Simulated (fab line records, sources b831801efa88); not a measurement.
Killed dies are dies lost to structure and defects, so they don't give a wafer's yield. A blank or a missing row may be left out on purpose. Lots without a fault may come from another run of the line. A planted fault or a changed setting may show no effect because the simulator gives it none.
A struck lot beside a sound one | flow sky130 | 43 steps out of a route of 708
Sound: wafers L704.1, L704.2, L704.6. Struck: wafer L713.3. (L713.2, L713.5 of the same lot were not struck and are left out.) The cause comes at the end.
At each step with rows: each side's tool, then ch and its chambers, then its first start. Under that, the readings that differ: sound wafers | struck wafers | difference of the means | sigmas: that difference in standard deviations of wafers without a fault.
alike: readings whose means differ by less than 2 such deviations, and words and numbers that are the same on both sides. not compared: withheld readings, readings that some wafer has no value for, bounds like >300 that may hide the same value, and numbers for which the record gives no deviation and whose values overlap.
The two part at a step that has a row with sigmas, a row that says differs or no value, or rows on one side only. Numbers that don't overlap but have no deviation are shown without sigmas and don't part them. A reading that every wafer of one side lacks parts them only if that side has two wafers or more.

first, 3 steps without rows for these wafers: SKY_VIA4_STRIP_14 (strips in post etch residue remover, time 1200 s); SKY_VIA4_CLEAN_15 (cleans in IPA, time 180 s); SKY_VIA4_CLEAN_16 (cleans in O3/DIW).
SKY_VIA4_SPUTTER_17: material TiN, target thk 20 nm, time 80 s.
  sound on pvd_sputter-04, day 43 16:35; struck on pvd_sputter-01, day 45 23:31
  alike: throttle_valve_pct
SKY_VIA4_CVD_18: deposits W, target thk 505 nm, time 152.14 s.
  sound on cvd_w-01 ch 0,1, day 43 16:40; struck on cvd_w-02 ch 1, day 45 23:35
  alike: heater_power_w
SKY_VIA4_RS_MEAS_19: measures by four-point-probe.
  sound on film_metro-02, day 43 16:49; struck on film_metro-02, day 45 23:45
  alike: VIA4_W_RS
SKY_VIA4_THK_MEAS_20: measures by xrf.
  sound on film_metro-02, day 43 16:56; struck on film_metro-02, day 45 23:52
  alike: VIA4_W_THK
then, 1 step without rows for these wafers: SKY_VIA4_CMP_21 (polishes, stops on SiO2, t overpolish 25 s, target thk 0 nm).
SKY_METAL5_SPUTTER_00: material Ti, target thk 15 nm, time 10 s.
  sound on pvd_sputter-02, day 43 17:17; struck on pvd_sputter-02, day 46 00:13
  alike: throttle_valve_pct
then, 3 steps without rows for these wafers: SKY_METAL5_SPUTTER_01 (material TiN, target thk 20 nm, time 16.7 s); SKY_METAL5_SPUTTER_02 (material AlCu, target thk 1150 nm, time 61.2 s); SKY_METAL5_SPUTTER_03 (material Ti, target thk 5 nm, time 3.3 s).
SKY_METAL5_SPUTTER_04: material TiN, target thk 70 nm, time 58.3 s.
  sound on pvd_sputter-02, day 43 17:24; struck on pvd_sputter-02, day 46 00:20
  alike: throttle_valve_pct
SKY_METAL5_RS_MEAS_05: measures by four-point-probe.
  sound on film_metro-03, day 43 17:27; struck on film_metro-04, day 46 00:23
  alike: METAL5_ALCU_RS
SKY_METAL5_THK_MEAS_06: measures by xrf.
  sound on film_metro-03, day 43 17:34; struck on film_metro-04, day 46 00:30
  alike: METAL5_ALCU_THK
then, 7 steps without rows for these wafers: SKY_METAL5_DEHYDRATE_07 (time 60 s); SKY_METAL5_HMDS_08 (prime time 60 s); SKY_METAL5_COAT_09 (resist thk 1800 nm); SKY_METAL5_SOFTBAKE_10 (time 60 s); SKY_METAL5_EXPOSE_11 (exposes mask MM5, target cd 1600 nm); SKY_METAL5_PEB_12; SKY_METAL5_DEVELOP_13 (develop time 60 s).
SKY_METAL5_DESCUM_14: chemistry O2, time 11 s.
  sound on rie_metal-04 ch 0,1, day 44 16:16; struck on rie_metal-04 ch 1, day 46 21:01
  alike: chamber_pressure_mTorr, drypump_motor_current_A, oes_product_au
  not compared: rf_hours_counter_h
then, 6 steps without rows for these wafers: SKY_METAL5_METAL_ETCH_15 (etches the open film in Cl2/BCl3, stops on SiO2, target depth 1260 nm, time 252 s); SKY_METAL5_STRIP_16 (strips in O2/N2); SKY_METAL5_STRIP_17 (strips in post etch residue remover, time 1200 s); SKY_METAL5_CLEAN_18 (cleans in IPA, time 180 s); SKY_METAL5_CLEAN_19 (cleans in O3/DIW); SKY_PASSIVATION_CVD_00 (deposits SiO2, target thk 90 nm).
SKY_PASSIVATION_THK_MEAS_01:
  sound on film_metro-01, day 44 17:12; struck on film_metro-03, day 46 22:16
  alike: PASSIVATION_CVD_00_THK
then, 1 step without rows for these wafers: SKY_PASSIVATION_CVD_02 (deposits Si3N4, target thk 540 nm).
SKY_PASSIVATION_THK_MEAS_03:
  sound on film_metro-04, day 44 17:36; struck on film_metro-03, day 46 22:33
  alike: PASSIVATION_CVD_02_THK
then, 8 steps without rows for these wafers: SKY_PASSIVATION_DEHYDRATE_04 (time 60 s); SKY_PASSIVATION_HMDS_05 (prime time 60 s); SKY_PASSIVATION_COAT_06 (resist thk 3000 nm); SKY_PASSIVATION_SOFTBAKE_07; SKY_PASSIVATION_EXPOSE_08 (exposes mask NSM, target cd 3000 nm); SKY_PASSIVATION_PEB_09; SKY_PASSIVATION_DEVELOP_10 (develop time 60 s); SKY_PASSIVATION_ETCH_11 (etches the open film in CF4/O2, stops on AlCu, target depth 725 nm, time 161.1 s).
SKY_PASSIVATION_STRIP_12: strips in O2/N2.
  sound on plasma_asher-02 ch 0,1, day 45 16:10; struck on plasma_asher-02 ch 0, day 47 18:00
  alike: chamber_pressure_mTorr, drypump_motor_current_A, oes_product_au, strip_time_to_endpoint_s
  not compared: rf_hours_counter_h
then, 1 step without rows for these wafers: SKY_PAD_OPEN_DEHYDRATE_00 (time 60 s).
SKY_PAD_OPEN_PROBE_99:
  sound on prober-02, day 46 16:31; struck on prober-02, day 48 15:44
  reading                               | sound            | struck | difference | sigmas
  defect_limited_yield (%)              | 85.2 84.8 81.1   | 73.0   | -10.7      | -5
  killed_at_M4_up                       | 1 4 6            | 62     | +58        | +34
  killed_dies                           | 73 75 93         | 133    | +53        | +5
  sort_bin_3_pad_short (%)              | 0.8 1.2 1.2      | 4.3    | +3.2       | +8
  sort_bin_5_function (%)               | 8.9 8.7 10.6     | 16.1   | +6.7       | +4
  sort_n_pass                           | 419 417 399      | 359    | -53        | -5
  sort_yield_pct (%)                    | 85.2 84.8 81.1   | 73.0   | -10.7      | -5
  model.etest.tester.sort_n_pass        | 419 417 399      | 359    | -53        |
  model.etest.tester.sort_yield_pct (%) | 85.16 84.76 81.1 | 72.97  | -10.70     |
  model.etest.tester.sort_bin_5_pct (%) | 8.943 8.74 10.57 | 16.06  | +6.64      |
  model.etest.tester.sort_bin_3_pct (%) | 0.813 1.22 1.22  | 4.268  | +3.184     |
  alike: killed_at_M0_to_M3, killed_at_contacts, killed_at_front_end, killed_at_other, killed_open, killed_short, sort_bin_6_memory

WHERE THEY PART
Only at SKY_PAD_OPEN_PROBE_99, within this record.

WHY: what the simulator had put in
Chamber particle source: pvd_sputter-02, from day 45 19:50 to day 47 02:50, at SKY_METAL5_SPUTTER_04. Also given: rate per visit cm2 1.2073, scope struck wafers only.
